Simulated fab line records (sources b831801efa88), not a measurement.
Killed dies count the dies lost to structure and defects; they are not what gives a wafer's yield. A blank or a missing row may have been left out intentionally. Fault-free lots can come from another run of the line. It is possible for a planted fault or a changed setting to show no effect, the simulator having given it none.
Chamber matching	flow sky130	SKY_CAP2M_CVD_00 on pecvd-01 has 3 sister chambers
The step deposits SiO2, target thk 15.5 nm. 3 wafers are shown with their chamber, then 10 later ones without.

WAFERS, EACH WITH ITS CHAMBER
wafer	chamber	heaterPowerW (W)
L083.6	1	670
L085.2	0	623
L085.3	2	837

WAFERS WITH NO CHAMBER GIVEN
wafer	heaterPowerW (W)
L085.6	630
L092.1	836
L092.4	746
L092.6	855
L093.2	613
L093.4	616
L093.6	701
L095.2	587
L095.5	712
L095.6	836

THE CHAMBER EACH PASSED THROUGH
wafer	from the rows above	in truth
L085.6	can't be placed: 0 or 1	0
L092.1	2	2
L092.4	can't be placed: 1 or 2 or 0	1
L092.6	2	2
L093.2	can't be placed: 0 or 1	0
L093.4	can't be placed: 0 or 1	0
L093.6	can't be placed: 1 or 0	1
L095.2	can't be placed: 0 or 1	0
L095.5	can't be placed: 1 or 0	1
L095.6	2	2
Placed correctly: 3 of 10. Not placeable from these rows: 7 (in 7, the candidates include the true chamber). Placed wrongly: 0.
How it was worked out, from the rows above alone: a wafer's distance from a chamber is the root of the sum, over the readings, of the square of ((its reading less the chamber's mean) divided by the reading's scatter). The wafer belongs to the nearest chamber; if the next one is less than 2 further off, it can't be placed. Each chamber's mean is taken over the wafers shown for it. The scatter: with one shown wafer a chamber, the root of the mean of the squares of how far each hidden wafer lies from its nearest shown one.
